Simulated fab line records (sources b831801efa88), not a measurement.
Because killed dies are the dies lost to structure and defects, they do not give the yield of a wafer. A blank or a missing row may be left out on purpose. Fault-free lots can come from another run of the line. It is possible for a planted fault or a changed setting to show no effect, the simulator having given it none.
Struck lot and sound lot, side by side | flow sky130 | 36 out of 708 route steps
Sound: the wafers L943.1, L943.2, L943.3. Struck: wafers L925.1, L925.3, L925.4. At the end, the cause is stated.
At each step with rows: each side's tool, then ch and its chambers, then its first start. Under that, the readings that differ: sound wafers | struck wafers | difference of the means | sigmas: that difference in standard deviations of wafers without a fault.
alike: words and numbers the same on both sides, and readings whose means are apart by under 2 such deviations; not compared: readings that were withheld, readings missing a value for some wafer, numbers with overlapping values and no deviation given by the record, and bounds like >300 which may hide the same value.
The two part at a step that has a row with sigmas, a row that says differs or no value, or rows on one side only. Numbers that don't overlap but have no deviation are shown without sigmas and don't part them. A reading missing from all wafers of one side parts the sides only when that side holds two or more wafers.

first, 10 steps without rows for these wafers: SKY_GATE_OXIDE_COAT_05 (resist thk 1140 nm); SKY_GATE_OXIDE_SOFTBAKE_06 (time 60 s); SKY_GATE_OXIDE_EXPOSE_07 (exposes mask LVOM, target cd 600 nm); SKY_GATE_OXIDE_PEB_08; SKY_GATE_OXIDE_DEVELOP_09 (develop time 60 s); SKY_GATE_OXIDE_IMPLANT_11; SKY_GATE_OXIDE_WET_ETCH_12 (etches SiO2 in dHF, target depth 16.8 nm, time 336 s); SKY_GATE_OXIDE_STRIP_13 (strips in O2/N2); SKY_GATE_OXIDE_CLEAN_15 (cleans in SC1/SC2, time 150 s); SKY_GATE_OXIDE_OXIDATION_16 (stabilise 600 s, purge 300 s, target thk 3.57 nm).
SKY_POLY_GATE_CVD_00: deposits poly-Si, target thk 180 nm, time 720 s.
  sound on lpcvd-01 ch 1, day 21 18:08; struck on lpcvd-01 ch 1, day 15 17:48
  reading                                       | sound             | struck            | difference | sigmas
  model.poly-Si_of_POLY_GATE_CVD_00.thk-nm (nm) | 178.5 179.9 180.3 | 148.6 148.2 148.3 | -31.2      |
  alike: spike-tc-bottom-C
SKY_POLY_GATE_THK_MEAS_01:
  sound: film-metro-03 at day 21 19:20; struck: film-metro-02 at day 15 19:00
  reading                   | sound             | struck            | difference | sigmas
  POLY_GATE_CVD_00_THK (nm) | 178.6 180.0 180.3 | 148.7 148.2 148.3 | -31.2      | -17
then, 9 steps without rows for these wafers: SKY_RES_PROTECT_DEHYDRATE_00 (time 60 s); SKY_RES_PROTECT_HMDS_01 (prime time 60 s); SKY_RES_PROTECT_COAT_02 (resist thk 1140 nm); SKY_RES_PROTECT_SOFTBAKE_03 (time 60 s); SKY_RES_PROTECT_EXPOSE_04 (exposes mask RPM, target cd 1270 nm); SKY_RES_PROTECT_PEB_05; SKY_RES_PROTECT_DEVELOP_06 (develop time 60 s); SKY_POLY_GATE_IMPLANT_02; SKY_RES_PROTECT_STRIP_07 (strips in O2/N2).
SKY_RES_PROTECT_CLEAN_09: cleans in SC1/SC2, time 150 s.
  sound on wet-bench-02 ch 3, day 23 02:10; struck on wet-bench-04 ch 3, day 16 22:31
  reading                                       | sound             | struck          | difference | sigmas
  model.poly-Si_of_POLY_GATE_CVD_00.thk-nm (nm) | 177.9 179.3 179.7 | 148 147.5 147.7 | -31        |
  alike: bath-guard-temp-C
then, 11 steps without rows for these wafers: SKY_POLY_GATE_CVD_03 (deposits Si3N4 from DCS/NH3, target thk 75 nm, time 1290 s); SKY_POLY_GATE_DEHYDRATE_05 (time 60 s); SKY_POLY_GATE_HMDS_06 (prime time 60 s); SKY_POLY_GATE_COAT_07 (resist thk 110 nm); SKY_POLY_GATE_COAT_08 (resist thk 450 nm); SKY_POLY_GATE_SOFTBAKE_09 (time 90 s); SKY_POLY_GATE_EXPOSE_10 (exposes mask P1M, target cd 150 nm); SKY_POLY_GATE_PEB_11; SKY_POLY_GATE_DEVELOP_12 (develop time 60 s); SKY_POLY_GATE_ETCH_15 (etches BARC in N2/H2, stops on SiO2, time 118.5 s, target depth 110 nm); SKY_POLY_GATE_ETCH_16 (etches Si3N4 in CH3F/O2, stops on poly-Si, time 147.5 s, target depth 75 nm).
SKY_POLY_GATE_ETCH_17: etches poly-Si in HBr/Cl2, stops on SiO2, target depth 180 nm, time 70.5 s.
  sound on rie-si-01 ch 1,2,3, day 24 10:20; struck on rie-si-01 ch 0,2,3, day 18 08:03
  reading                               | sound             | struck            | difference | sigmas
  oes-product-au (a.u.)                 | 0.971 0.976 0.994 | 0.868 0.866 0.863 | -0.115     | -13
  model.POLY_GATE.feature-depth-nm (nm) | 177.9 175.1 179.7 | 148 147.5 147.7   | -30        |
  model.etch.depth-nm (nm)              | 177.9 175.1 179.7 | 148 147.5 147.7   | -30        |
  alike: bias-w, drypump-motor-current-A, throttle-valve-pct
  not compared: rf-hours-counter-h
then, 1 step without rows for these wafers: SKY_POLY_GATE_STRIP_18 (strips in O2/N2).
-- here the record skips 29 days between the struck wafers' starts before and after, leaving off in module POLY_GATE and picking up in module PAD_OPEN (first step shown: number 708 of the route) --
SKY_PAD_OPEN_PROBE_99:
  sound: prober-01 at day 51 00:56; struck: prober-01 at day 47 03:59
  reading                             | sound             | struck            | difference | sigmas
  model.etest.res-high-po.line-ohm-um | 752.1 734.4 746.6 | 883.4 873.6 849.2 | +124.4     |
  model.etest.res-poly.line-ohm-um    | 524.2 504.2 507.6 | 623.6 644.1 597.9 | +109.9     |
  model.etest.res-high-po.rs-ohm-sq   | 261.4 258.2 259.5 | 310.1 300.6 297.7 | +43.1      |
  model.etest.cap-li-to-poly.c-af-um2 | 103.3 98.27 99.55 | 87.39 88.1 91.12  | -11.50     |
  alike: killed_at_M0_to_M3, killed_at_M4_up, killed-at-contacts, killed-at-front-end, killed-at-other, killed-dies, killed-open, killed-short
  not compared: model.etest.res-xhigh-po.line-ohm-um, model.etest.res-xhigh-po.rs-ohm-sq, model.etest.tip-sonos.rs-ohm-sq, model.etest.licon-high-po.rc-ohm

WHERE THEY PART
At SKY_POLY_GATE_THK_MEAS_01 first; at SKY_POLY_GATE_ETCH_17 last (within this record only). Later steps at which nothing parts them and some readings are alike: SKY_PAD_OPEN_PROBE_99.

WHY: what the simulator had put in
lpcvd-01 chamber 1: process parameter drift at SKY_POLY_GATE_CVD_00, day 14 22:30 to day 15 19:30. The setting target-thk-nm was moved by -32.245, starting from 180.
